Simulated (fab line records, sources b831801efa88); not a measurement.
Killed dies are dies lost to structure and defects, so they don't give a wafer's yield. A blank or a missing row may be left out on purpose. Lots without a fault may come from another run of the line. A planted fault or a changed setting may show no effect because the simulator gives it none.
A struck lot beside a sound one | flow sky130 | 43 steps out of a route of 708
Sound: wafers L650.1, L650.5, L650.6. Struck: wafers L657.2, L657.5, L657.6. The cause comes at the end.
At each step with rows: each side's tool, then ch and its chambers, then its first start. Under that, the readings that differ: sound wafers | struck wafers | difference of the means | sigmas: that difference in standard deviations of wafers without a fault.
alike: readings whose means differ by less than 2 such deviations, and words and numbers that are the same on both sides. not compared: withheld readings, readings that some wafer has no value for, bounds like >300 that may hide the same value, and numbers for which the record gives no deviation and whose values overlap.
The two part at a step that has a row with sigmas, a row that says differs or no value, or rows on one side only. Numbers that don't overlap but have no deviation are shown without sigmas and don't part them. A reading that every wafer of one side lacks parts them only if that side has two wafers or more.

first, 1 step without rows for these wafers: SKY_FIELD_ISO_CVD_03 (deposits Si3N4 from DCS/NH3, target thk 165 nm, time 2830 s).
SKY_FIELD_ISO_THK_MEAS_04:
  sound on film_metro-02, day 1 13:29; struck on film_metro-03, day 3 05:39
  alike: FIELD_ISO_CVD_03_THK
then, 8 steps without rows for these wafers: SKY_FIELD_ISO_DEHYDRATE_05 (time 60 s); SKY_FIELD_ISO_HMDS_06 (prime time 60 s); SKY_FIELD_ISO_COAT_07 (resist thk 60 nm); SKY_FIELD_ISO_COAT_08 (resist thk 450 nm); SKY_FIELD_ISO_SOFTBAKE_09 (time 90 s); SKY_FIELD_ISO_EXPOSE_10 (exposes mask FOM, target cd 150 nm); SKY_FIELD_ISO_PEB_11; SKY_FIELD_ISO_DEVELOP_12 (develop time 60 s).
SKY_FIELD_ISO_CD_MEAS_13: target cd 150 nm.
  sound on cd_sem-01, day 2 04:08; struck on cd_sem-02, day 3 20:41
  alike: cd_nm
SKY_FIELD_ISO_ETCH_14: etches BARC in N2/H2, stops on SiO2, time 45.9 s, target depth 60 nm.
  sound on rie_diel-01 ch 0,2,3, day 2 04:15; struck on rie_diel-01 ch 2,3, day 3 20:47
  alike: drypump_motor_current_A, n2_flow_sccm, oes_product_au, throttle_valve_pct
  not compared: rf_hours_counter_h
SKY_FIELD_ISO_ETCH_15: etches the open film in CHF3/O2, stops on Si, target depth 180 nm, time 72 s.
  sound on rie_diel-01 ch 0,2,3, day 2 04:17; struck on rie_diel-01 ch 2,3, day 3 20:49
  alike: drypump_motor_current_A, oes_product_au, throttle_valve_pct
  not compared: rf_hours_counter_h
SKY_FIELD_ISO_STRIP_16: strips in O2/N2.
  sound on plasma_asher-04 ch 0,1, day 2 04:21; struck on plasma_asher-04 ch 0,1, day 3 20:53
  alike: drypump_motor_current_A, n2_flow_sccm, oes_product_au, strip_time_to_endpoint_s
  not compared: rf_hours_counter_h
SKY_FIELD_ISO_ETCH_17: etches Si in HBr/Cl2/O2, target depth 342 nm, time 97.7 s.
  sound on rie_si-02 ch 0,1, day 2 04:27; struck on rie_si-02 ch 0,2,3, day 3 20:59
  alike: drypump_motor_current_A, he_backside_leak_sccm, oes_product_au, throttle_valve_pct
  not compared: rf_hours_counter_h
then, 5 steps without rows for these wafers: SKY_FIELD_ISO_WET_ETCH_18 (etches Si3N4 in H3PO4, target depth 25 nm, time 286 s); SKY_FIELD_ISO_CLEAN_19 (cleans in SC1/SC2, time 150 s); SKY_FIELD_ISO_CLEAN_20 (cleans in dHF, time 19.37 s); SKY_FIELD_ISO_WET_ETCH_21 (etches SiO2 in dHF, target depth 20 nm, time 400 s); SKY_FIELD_ISO_OXIDATION_22 (stabilise 600 s, purge 300 s, target thk 10 nm).
SKY_FIELD_ISO_THK_MEAS_23:
  sound on film_metro-04, day 2 07:56; struck on film_metro-02, day 3 22:31
  alike: FIELD_ISO_OXIDATION_01_THK
then, 1 step without rows for these wafers: SKY_FIELD_ISO_CVD_24 (deposits SiO2, target thk 595 nm, time 99.2 s).
SKY_FIELD_ISO_THK_MEAS_25:
  sound on film_metro-03, day 2 08:04; struck on film_metro-02, day 3 22:39
  alike: FIELD_ISO_CVD_24_THK
then, 1 step without rows for these wafers: SKY_FIELD_ISO_ANNEAL_26 (time 1800 s).
SKY_FIELD_ISO_CMP_27: polishes, stops on Si3N4, t overpolish 16 s, target thk 457.8 nm.
  sound on cmp-01 ch 0,1,2, day 2 11:06; struck on cmp-02 ch 0,1,2, day 4 00:21
  alike: motor_current_A, overpolish_run_s, time_to_endpoint_s
then, 5 steps without rows for these wafers: SKY_FIELD_ISO_WET_ETCH_28 (etches SiO2 in dHF, target depth 23.7 nm, time 47 s); SKY_FIELD_ISO_WET_ETCH_29 (etches Si3N4 in H3PO4, target depth 160 nm, time 1825 s); SKY_FIELD_ISO_WET_ETCH_30 (etches SiO2 in dHF, target depth 25 nm, time 50 s); SKY_NWELL_CLEAN_00 (cleans in SC1/SC2, time 150 s); SKY_NWELL_OXIDATION_01 (stabilise 600 s, purge 300 s, target thk 10 nm).
SKY_NWELL_THK_MEAS_02:
  sound on film_metro-02, day 2 14:52; struck on film_metro-01, day 4 03:01
  alike: NWELL_OXIDATION_THK
then, 8 steps without rows for these wafers: SKY_DNWELL_DEHYDRATE_00 (time 60 s); SKY_DNWELL_HMDS_01 (prime time 60 s); SKY_DNWELL_COAT_02 (resist thk 3000 nm); SKY_DNWELL_SOFTBAKE_03; SKY_DNWELL_EXPOSE_04 (exposes mask DNM, target cd 3000 nm); SKY_DNWELL_PEB_05; SKY_DNWELL_DEVELOP_06 (develop time 60 s); SKY_DNWELL_IMPLANT_07.
SKY_DNWELL_STRIP_08: strips in O2/N2.
  sound on plasma_asher-01 ch 0,1, day 3 05:46; struck on plasma_asher-04 ch 0,1, day 4 19:58
  alike: drypump_motor_current_A, n2_flow_sccm, oes_product_au, strip_time_to_endpoint_s
  not compared: rf_hours_counter_h
SKY_DNWELL_TW_MEAS_09:
  sound on film_metro-02, day 3 05:52; struck on film_metro-01, day 4 20:04
  alike: DNWELL_TW
then, 1 step without rows for these wafers: SKY_PWDE_DEHYDRATE_00 (time 60 s).
-- the record jumps here: 43 days lie between the struck wafers' starts before and after (it left off in module PWDE and takes up again in module PAD_OPEN, whose first step shown is number 708 of the route) --
SKY_PAD_OPEN_PROBE_99:
  sound on prober-01, day 45 15:05; struck on prober-02, day 47 17:57
  reading             | sound    | struck      | difference | sigmas
  killed_at_front_end | 12 14 18 | 34 40 48    | +26        | +6
  killed_dies         | 94 75 80 | 108 121 121 | +34        | +4
  alike: killed_at_M0_to_M3, killed_at_M4_up, killed_at_contacts, killed_at_other, killed_open, killed_short

WHERE THEY PART
Only at SKY_PAD_OPEN_PROBE_99, within this record.

WHY: what the simulator had put in
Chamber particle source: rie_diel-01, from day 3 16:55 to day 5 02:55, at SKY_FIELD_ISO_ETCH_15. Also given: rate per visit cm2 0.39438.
